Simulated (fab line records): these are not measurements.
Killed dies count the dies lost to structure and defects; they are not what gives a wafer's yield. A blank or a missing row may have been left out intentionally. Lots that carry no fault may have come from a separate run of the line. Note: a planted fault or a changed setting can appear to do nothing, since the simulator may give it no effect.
A struck lot beside a sound one	flow sky130	18 steps out of a route of 708
Sound: wafers L233.2, L233.4, L233.6. Struck: wafers L240.1, L240.5, L240.6. The cause is named last.
Order at every step that has rows: each side's tool, ch and its chambers, its first start. Under that, the readings that differ: sound wafers	struck wafers	difference of the means	sigmas: that difference in standard deviations of wafers without a fault.
alike: readings whose means differ by less than 2 such deviations, and words and numbers that are the same on both sides. not compared: withheld readings, readings that some wafer has no value for, bounds like >300 that may hide the same value, and numbers for which the record gives no deviation and whose values overlap.
A row with sigmas, a row that says differs or no value, or rows on one side alone: a step with any of these is where the two part. Numbers that don't overlap but have no deviation are shown without sigmas and don't part them. A reading missing from all wafers of one side parts the sides only when that side holds two or more wafers.

first, 3 steps without rows for these wafers: SKY_LI_CONTACT_EXPOSE_09 (exposes mask LICM1, target cd 170 nm); SKY_LI_CONTACT_PEB_10; SKY_LI_CONTACT_DEVELOP_11 (develop time 60 s).
SKY_LI_CONTACT_CD_MEAS_12: target cd 170 nm.
  sound on cd_sem-02 at day 28 19:49; struck on cd_sem-02 at day 32 06:06
reading	sound	struck	difference	sigmas
cd_nm (nm)	170.3 170.5 171.9	167.8 167.9 167.6	-3.1	-2
SKY_LI_CONTACT_OVL_MEAS_13:
  sound on overlay-01 at day 28 19:55; struck on overlay-02 at day 32 06:13
  alike: LI_CONTACT_OVL
SKY_LI_CONTACT_ETCH_14: etches BARC in N2/H2, stops on SiO2, time 45.9 s, target depth 60 nm.
  sound on rie_diel-03 ch 0,1,2, day 28 19:57; struck on rie_diel-04 ch 1,2, day 32 06:15
  alike: drypump_motor_current_A, h2_flow_sccm, oes_product_au, throttle_valve_pct
  not compared: rf_hours_counter_h
SKY_LI_CONTACT_ETCH_15: etches PSG in C4F8/O2/Ar, stops on Si, target depth 600 nm.
  sound on rie_diel-03 ch 0,1,2, day 28 19:59; struck on rie_diel-04 ch 1,2, day 32 06:17
  alike: oes_product_au
SKY_LI_CONTACT_STRIP_16: strips in O2/N2.
  sound on plasma_asher-03 ch 0,1, day 28 20:05; struck on plasma_asher-01 ch 0,1, day 32 06:23
  alike: drypump_motor_current_A, oes_product_au, strip_time_to_endpoint_s
  not compared: rf_hours_counter_h
then, 2 steps without rows for these wafers: SKY_LI_CONTACT_CLEAN_17 (cleans in NMP, time 600 s); SKY_LI_CONTACT_PRE_CLEAN_18 (time 5.6 s).
SKY_LI_CONTACT_SPUTTER_19: material Ti, target thk 20 nm, time 106.37 s.
  sound on pvd_sputter-03 at day 28 20:22; struck on pvd_sputter-02 at day 32 06:40
  alike: throttle_valve_pct
SKY_LI_CONTACT_SPUTTER_20: material TiN, target thk 20 nm, time 80 s.
  sound on pvd_sputter-03 at day 28 20:27; struck on pvd_sputter-02 at day 32 06:45
  alike: throttle_valve_pct
SKY_LI_CONTACT_CVD_21: deposits W, target thk 400 nm, time 120.56 s.
  sound on cvd_w-02 ch 0,1, day 28 20:31; struck on cvd_w-02 ch 1, day 32 06:49
reading	sound	struck	difference	sigmas
susceptor_temp_C (C)	400.16 399.70 400.04	393.90 393.77 393.84	-6.13	-27
model.W_of_LI_CONTACT_CVD_21.thk_nm (nm)	397.9 392.7 386.3	360.8 363 357.9	-31.7	
  alike: heater_power_w
SKY_LI_CONTACT_RS_MEAS_22: the measuring method here is four-point-probe.
  sound on film_metro-02 at day 28 20:40; struck on film_metro-03 at day 32 07:04
reading	sound	struck	difference	sigmas
LI_CONTACT_W_RS (ohm/sq)	0.287 0.290 0.295	0.315 0.313 0.318	+0.025	+6
SKY_LI_CONTACT_THK_MEAS_23: measures by xrf.
  sound on film_metro-02 at day 28 20:46; struck on film_metro-03 at day 32 07:11
reading	sound	struck	difference	sigmas
LI_CONTACT_W_THK (nm)	409 403 397	372 374 364	-33	-4
SKY_LI_CONTACT_CMP_24: polishes, stops on PSG, t overpolish 20 s, target thk 0 nm.
  sound on cmp-02 ch 0,1,3, day 28 20:49; struck on cmp-01 ch 0,3, day 32 07:17
reading	sound	struck	difference	sigmas
time_to_endpoint_s (s)	95 97 93	84 87 88	-9	-2
  alike: motor_current_A
then, 1 step without rows for these wafers: SKY_LOCAL_INTERCONNECT_SPUTTER_00 (material TiN, target thk 100 nm, time 83.3 s).
-- here the record skips 16 days between the struck wafers' starts before and after, leaving off in module LOCAL_INTERCONNECT and picking up in module PAD_OPEN (first step shown: number 708 of the route) --
SKY_PAD_OPEN_PROBE_99:
  only the struck wafers here have rows in the record (prober-02, day 47 20:31); the sound ones have none

WHERE THEY PART
First at SKY_LI_CONTACT_CD_MEAS_12; last, within this record, at SKY_PAD_OPEN_PROBE_99.

WHY: what the simulator had put in
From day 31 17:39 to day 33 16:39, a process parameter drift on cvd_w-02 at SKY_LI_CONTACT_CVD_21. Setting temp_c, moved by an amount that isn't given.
